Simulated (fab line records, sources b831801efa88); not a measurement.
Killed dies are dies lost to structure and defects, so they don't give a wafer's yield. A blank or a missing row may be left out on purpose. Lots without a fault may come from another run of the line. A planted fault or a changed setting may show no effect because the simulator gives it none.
Which tool did it? | flow gf180mcu | 12 lots, 36 wafers sampled, at 5 steps of a route of 602

WHAT THE GAUGES READ, wafer by wafer
GF_STI_CD_MEAS_12: target cd 220 nm.
lot  | measured    | on        | cd_nm (nm)
L906 | day 2 03:16 | cd_sem-02 | 221.0 221.8 220.8
L908 | day 2 12:02 | cd_sem-02 | 217.2 216.3 217.5
L909 | day 2 16:35 | cd_sem-01 | 220.9 220.9 220.0
L912 | day 3 07:57 | cd_sem-02 | 220.0 218.9 219.1
L915 | day 3 23:35 | cd_sem-01 | 218.3 219.3 219.3
L916 | day 4 06:31 | cd_sem-02 | 218.5 219.7 218.4
L920 | day 5 01:09 | cd_sem-01 | 220.8 220.4 220.7
L922 | day 5 11:29 | cd_sem-02 | 224.5 222.1 223.2
L924 | day 5 22:23 | cd_sem-02 | 220.7 220.7 220.0
L925 | day 6 03:17 | cd_sem-01 | 221.0 220.7 221.6
L927 | day 6 13:14 | cd_sem-01 | 219.1 216.9 216.2
L928 | day 6 19:11 | cd_sem-01 | 220.4 220.8 218.8

GF_VT_IMPLANT_RS_MEAS_46: measures by four-point-probe.
lot  | measured     | on            | MVSD_RS (ohm/sq)
L906 | day 7 16:47  | film_metro-02 | 456.9 457.2 456.3
L908 | day 8 04:15  | film_metro-02 | 455.7 457.6 456.8
L909 | day 8 09:47  | film_metro-04 | 453.8 454.5 455.9
L912 | day 9 03:04  | film_metro-02 | 458.3 456.0 456.6
L920 | day 11 12:53 | film_metro-02 | 456.8 457.2 457.4
L922 | day 12 02:28 | film_metro-02 | 457.4 456.6 457.7
L924 | day 12 16:29 | film_metro-01 | 454.8 455.1 454.2
L925 | day 13 01:22 | film_metro-01 | 455.7 455.0 454.8
L927 | day 13 12:15 | film_metro-02 | 453.9 454.5 455.1
L928 | day 13 20:22 | film_metro-01 | 454.9 455.3 454.3

WHICH TOOL RAN EACH LOT (tool, then ch and the chambers of the sampled wafers, then the start)
lot  | GF_STI_ETCH_13                    | GF_STI_STRIP_15                     | GF_VT_IMPLANT_STRIP_42
L906 | rie_diel-03 ch 0,1,2, day 2 03:23 | plasma_asher-01 ch 0,1, day 2 03:32 | plasma_asher-02 ch 0,1, day 7 16:28
L908 | rie_diel-02 ch 1,2, day 2 12:08   | plasma_asher-04 ch 0,1, day 2 12:17 | plasma_asher-04 ch 0,1, day 8 03:55
L909 | rie_diel-02 ch 2,3, day 2 16:41   | plasma_asher-01 ch 0,1, day 2 16:50 | plasma_asher-03 ch 0,1, day 8 09:28
L912 | rie_diel-03 ch 1,3, day 3 08:02   | plasma_asher-04 ch 0,1, day 3 08:13 | plasma_asher-02 ch 0,1, day 9 02:37
L915 | rie_diel-02 ch 0,2, day 3 23:41   | plasma_asher-04 ch 0,1, day 3 23:50 | -
L916 | rie_diel-02 ch 0,2, day 4 06:38   | plasma_asher-01 ch 0,1, day 4 06:47 | -
L920 | rie_diel-02 ch 0,1, day 5 01:14   | plasma_asher-04 ch 0,1, day 5 01:25 | plasma_asher-03 ch 0,1, day 11 12:34
L922 | rie_diel-02 ch 0,1,3, day 5 11:35 | plasma_asher-02 ch 0,1, day 5 11:44 | plasma_asher-04 ch 0,1, day 12 02:08
L924 | rie_diel-02 ch 0,2, day 5 22:29   | plasma_asher-04 ch 0,1, day 5 22:38 | plasma_asher-04 ch 0,1, day 12 16:10
L925 | rie_diel-02 ch 0,1,2, day 6 03:23 | plasma_asher-02 ch 0,1, day 6 03:32 | plasma_asher-03 ch 0,1, day 13 01:02
L927 | rie_diel-04 ch 0,2,3, day 6 13:20 | plasma_asher-04 ch 0,1, day 6 13:29 | plasma_asher-03 ch 0,1, day 13 11:52
L928 | rie_diel-04 ch 0,2, day 6 19:17   | plasma_asher-04 ch 0,1, day 6 19:26 | plasma_asher-02 ch 0,1, day 13 20:02
- GF_STI_ETCH_13: etches the open film in CHF3/O2, stops on Si, target depth 282.31 nm, time 112.9 s.
- GF_STI_STRIP_15: strips in O2/N2.
- GF_VT_IMPLANT_STRIP_42: strips in O2/N2.

WHAT THE TOOLS THEMSELVES READ (means of the sampled wafers that have a number; where no wafer has one, the mark that the record gives instead)
GF_STI_ETCH_13.
lot  | tool        | O2_flow_sccm (sccm) | bias_w (W) | drypump_motor_current_A (A) | oes_product_au (a.u.) | throttle_valve_pct (%)
L906 | rie_diel-03 | 4.999               | 199.6      | 5.8                         | 0.829                 | 8.804
L908 | rie_diel-02 | 4.994               | 200.2      | 6.4                         | 0.833                 | 8.808
L909 | rie_diel-02 | 4.997               | 199.8      | 6.5                         | 0.831                 | 8.800
L912 | rie_diel-03 | 5.004               | 199.7      | 5.9                         | 0.835                 | 8.805
L915 | rie_diel-02 | -                   | -          | -                           | -                     | -
L916 | rie_diel-02 | -                   | -          | -                           | -                     | -
L920 | rie_diel-02 | 4.998               | 200.1      | 6.0                         | 0.837                 | 8.803
L922 | rie_diel-02 | 4.991               | 200.2      | 6.1                         | 0.835                 | 8.815
L924 | rie_diel-02 | 4.997               | 199.9      | 6.5                         | 0.827                 | 8.804
L925 | rie_diel-02 | 4.991               | 199.9      | 6.3                         | 0.828                 | 8.805
L927 | rie_diel-04 | 4.991               | 199.9      | 5.8                         | 0.833                 | 8.809
L928 | rie_diel-04 | 4.998               | 200.1      | 5.7                         | 0.825                 | 8.808

GF_STI_STRIP_15.
lot  | tool            | drypump_motor_current_A (A) | heater_power_w (W) | oes_product_au (a.u.) | strip_time_to_endpoint_s (s)
L906 | plasma_asher-01 | 6.1                         | 288                | 0.383                 | 3.65
L908 | plasma_asher-04 | 5.4                         | 334                | 0.387                 | 3.69
L909 | plasma_asher-01 | 6.0                         | 298                | 0.385                 | 3.75
L912 | plasma_asher-04 | 5.4                         | 336                | 0.379                 | 3.64
L915 | plasma_asher-04 | 5.3                         | 312                | 0.488                 | 6.22
L916 | plasma_asher-01 | 5.9                         | 298                | 0.480                 | 6.17
L920 | plasma_asher-04 | 5.3                         | 316                | 0.377                 | 3.69
L922 | plasma_asher-02 | 6.1                         | 301                | 0.377                 | 3.72
L924 | plasma_asher-04 | 5.3                         | 317                | 0.386                 | 3.68
L925 | plasma_asher-02 | 5.8                         | 309                | 0.382                 | 3.64
L927 | plasma_asher-04 | 5.4                         | 322                | 0.381                 | 3.65
L928 | plasma_asher-04 | 5.4                         | 324                | 0.379                 | 3.63

GF_VT_IMPLANT_STRIP_42.
lot  | tool            | drypump_motor_current_A (A) | heater_power_w (W) | oes_product_au (a.u.) | strip_time_to_endpoint_s (s)
L906 | plasma_asher-02 | 5.8                         | 312                | 0.714                 | 12.67
L908 | plasma_asher-04 | 5.4                         | 321                | 0.717                 | 12.61
L909 | plasma_asher-03 | 5.3                         | 337                | 0.721                 | 12.62
L912 | plasma_asher-02 | 5.8                         | 307                | 0.721                 | 12.62
L920 | plasma_asher-03 | 5.6                         | 346                | 0.717                 | 12.66
L922 | plasma_asher-04 | 5.4                         | 322                | 0.714                 | 12.63
L924 | plasma_asher-04 | 5.5                         | 320                | 0.716                 | 12.65
L925 | plasma_asher-03 | 5.6                         | 341                | 0.715                 | 12.63
L927 | plasma_asher-03 | 5.3                         | 340                | 0.717                 | 12.61
L928 | plasma_asher-02 | 6.1                         | 298                | 0.714                 | 12.66

THE ANSWER, worked out from the rows above alone
Rule: what is usual is taken from the lots themselves. Put in order of their means at a reading, lots are off if they are a third of the lots or fewer, leave a main group of 4 or more, and stand apart from it by a gap of 3 or more times the standard deviation of the main group's means; of several such gaps the widest counts. A main group whose means are all the same, to the digits that the tables above print for the reading, isn't used. A lot without any number at a reading at which 4 lots or more have one is off too. The other lots that the step has rows for count as sound. The gauges are gone through in route order, then the tools' own readings, and for those a lot's mean is taken as printed above. The first step at which some lot is off is used, and at that step the reading that is off furthest; a lot without a number counts as furthest.
Off: L915, L916, at GF_STI_ETCH_13 (O2_flow_sccm). Without a number there: L915, L916. The main group: mean 4.996 sccm, standard deviation 0.004.
A tool fits if, at that step or a process step before it, it ran every lot that is off, and no sound lot after the first of them. None of those tried fits.

WHAT THE SIMULATOR HAD PUT IN
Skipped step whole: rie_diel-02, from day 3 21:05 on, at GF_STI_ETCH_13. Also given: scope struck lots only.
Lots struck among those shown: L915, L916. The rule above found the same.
